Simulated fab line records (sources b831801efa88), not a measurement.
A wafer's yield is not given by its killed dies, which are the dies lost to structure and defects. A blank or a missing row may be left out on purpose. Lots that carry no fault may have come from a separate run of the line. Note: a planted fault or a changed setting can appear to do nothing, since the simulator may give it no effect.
The same fault as seen by 2 desks	flow sky130	every desk sees just its own numbers, and what lay behind them comes last

## METROLOGY DESK
What the gauges read for every lot (on any tool): the sampled wafers with a number, averaged. The brackets show how far a lot's mean lies from the usual mean; more than 4 standard deviations puts the lot out of limits, marked OUT.
Columns: A = SD_N_RS at SKY_SD_N_RS_MEAS_16, usual 68.61 ohm/sq; B = SD_P_RS at SKY_SD_N_RS_MEAS_17, usual 147.2 ohm/sq; C = CONTACT_BOW at SKY_CONTACT_BOW_MEAS_05, usual 82 um; D = cd-nm at SKY_METAL1_CD_MEAS_15, usual 139.6 nm
lot	first seen here	A	B	C	D
L452	day 28 08:43	68.56	147.0	85	139.8
L453	day 28 10:19	68.71	147.2	86	138.4
L454	day 28 15:06	68.53	147.1	88	138.5
L459	day 30 12:23	68.55	146.9	73	138.5
L461	day 31 02:43	68.67	147.1	81	138.6
L464	day 32 12:56	68.57	147.1	77	142.4
L465	day 32 15:11	71.24 (+24) OUT	162.4 (+46) OUT	90	140.3
L466	day 33 01:51	68.60	147.4	81	138.9
L467	day 33 04:31	71.39 (+25) OUT	162.9 (+48) OUT	80	140.9
L472	day 34 07:29	68.63	147.2	76	138.6
L474	day 35 00:51	68.60	147.1	80	139.1
This desk's finding: out of limits on L465, L467; first on L465, day 32 15:11 (SD_N_RS at SKY_SD_N_RS_MEAS_16). L452, L453, L454, L459, L461, L464, L466, L472, L474: within limits.

## DESK OF THE TOOL OWNER: rtp-anneal-01
Per lot that ran on this tool, the mean of the sampled wafers carrying a number, from the tool's own readings at SKY_SD_N_RTA_14 (time 2 s). The brackets show how far a lot's mean lies from the usual mean; more than 4 standard deviations puts the lot out of limits, marked OUT.
Columns: A = lamp-power-pct at SKY_SD_N_RTA_14, usual 15.74 %; B = ramp-down-c-per-s at SKY_SD_N_RTA_14, usual 89.999; C = wafer_temp_C_max at SKY_SD_N_RTA_14, usual 1078.1
lot	first seen here	A	B	C
L452	day 28 08:32	15.75	90.011	1078.6
L454	day 28 14:53	15.76	90.010	1078.2
L461	day 31 02:30	15.70	89.989	1078.2
L465	day 32 15:00	15.37 (-7.3) OUT	90.005	1061.3 (-12) OUT
L467	day 33 04:20	15.50 (-4.7) OUT	90.006	1059.4 (-13) OUT
Finding of this desk: L465, L467 out of limits; the first was L465 at day 32 15:00, on lamp-power-pct at SKY_SD_N_RTA_14. L452, L454, L461: within limits.

## ALL TOGETHER
An alarm could have come from the tool owner's desk at day 32 15:00, on L465, L467.
On L465, L467, the metrology desk was in a position to raise an alarm at day 32 15:11.
Of the lots named, all ran SKY_SD_N_RTA_14 on rtp-anneal-01.

## WHAT THE SIMULATOR HAD INSERTED
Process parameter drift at SKY_SD_N_RTA_14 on rtp-anneal-01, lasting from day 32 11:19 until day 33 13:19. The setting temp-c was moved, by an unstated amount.
Struck lots among those shown: L465, L467.
Time in hours from fault onset to the first out-of-limits reading at each desk: tool owner's desk 4, metrology desk 4.
